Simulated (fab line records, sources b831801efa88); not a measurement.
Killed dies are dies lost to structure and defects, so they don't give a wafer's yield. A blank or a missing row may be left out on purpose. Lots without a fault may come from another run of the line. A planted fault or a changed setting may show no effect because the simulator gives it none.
Problem report in the 8D (eight disciplines) form, filled by code | flow gf180mcu | the parts of the form that need people (team, actions taken, sign-off) are left out

1. THE PROBLEM
TOP_METAL_ALCU_RS at GF_TOP_METAL_RS_MEAS_05 reads a mean of 0.0305 ohm/sq on 4 wafers of 2 lots; wafers without a fault read 0.0328 ohm/sq with a standard deviation of 0.00043. That is -5.3 standard deviations from the usual mean.
The step: measures by four-point-probe.
First seen on wafer L805.3, day 31 10:28, on film_metro-01. The record holds 39 wafers of 13 lots with a number at this step. Rule for "out", or "out of limits": more than 4 standard deviations from the usual mean. The other wafers with a number count as sound.

2. WHAT IT IS AND WHAT IT IS NOT
question                    | is                             | is not
which readings at this step | TOP_METAL_ALCU_RS              | -
which lots                  | L805, L808                     | L792, L794, L795, L796, L799, L801, L802, L803, L804, L809, L814
which wafers of those lots  | L805.3, L805.6, L808.3, L808.6 | L805.2, L808.2
read on which gauges        | film_metro-01, film_metro-04   | film_metro-03
when                        | from day 31 10:28              | up to then (28 sound wafers); but 7 sound wafers of L808, L809, L814 came after

3. SUSPECTS, AND WHAT RULES EACH OUT
Counting: a tool at a process step up to the reading stays a suspect if it ran every lot that is out. Sound lots after the first of them don't rule it out here, since some wafers of a struck lot are sound.
- the gauge at GF_TOP_METAL_RS_MEAS_05: ruled out. The wafers that are out were read on 2 gauges (film_metro-01, film_metro-04).
- pecvd-01 at GF_V5_CVD_02 (deposits SiO2 from TEOS, target thk 1450 nm, time 163.28 s): kept. It ran every lot that is out, first L805 (day 30 14:17); its last sound lot up to then is L803 (day 30 04:05).
- pvd_sputter-03 at GF_TOP_METAL_SPUTTER_02 (material AlCu, target thk 900 nm, time 47.82 s): kept. It ran every lot that is out, first L805 (day 31 10:21); its last sound lot up to then is L804 (day 31 08:54).
Left after counting: pecvd-01 at GF_V5_CVD_02, pvd_sputter-03 at GF_TOP_METAL_SPUTTER_02.

4. THE CAUSE (what the simulator had put in)
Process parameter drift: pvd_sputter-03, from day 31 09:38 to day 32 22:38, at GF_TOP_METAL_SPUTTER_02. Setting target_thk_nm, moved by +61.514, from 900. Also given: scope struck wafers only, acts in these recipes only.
Counting left 2 suspects, and this tool is among them.

5. THE CHAIN OF EFFECTS, in route order
Each row: a reading whose mean over the struck wafers that have a number lies more than 3 standard deviations from the usual. Only readings for which the record gives a usual standard deviation are gone through. hours: the time from each lot's start at the first step in this table that gives one to its start at this step, as a median over the lots. sigmas: the change in usual standard deviations.
hours | step                     | reading            | usual         | on struck wafers | change  | sigmas
0     | GF_TOP_METAL_RS_MEAS_05  | TOP_METAL_ALCU_RS  | 0.0328 ohm/sq | 0.0305           | -0.0023 | -5.3
0     | GF_TOP_METAL_THK_MEAS_06 | TOP_METAL_ALCU_THK | 885 nm        | 948              | +64     | +5.3
Later measuring or inspecting steps at which every struck wafer that the step has a row for has a number for every such reading, and none has moved that far: GF_TOP_METAL_OVL_MEAS_15.

6. WHAT WOULD HAVE CAUGHT IT SOONER
In this record the first reading out of limits at a measuring or inspecting step was taken at day 31 10:28, 1 hour after the fault began at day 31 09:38.
Of the tool readings at GF_TOP_METAL_SPUTTER_02 for which the record gives a usual standard deviation, none was out on any struck wafer, so an alarm limit of 4 standard deviations on them would not have fired.
Of the lots that are out (2), L808 began GF_TOP_METAL_SPUTTER_02 on pvd_sputter-03 after day 31 10:28. A hold on the tool at that time would have spared it.
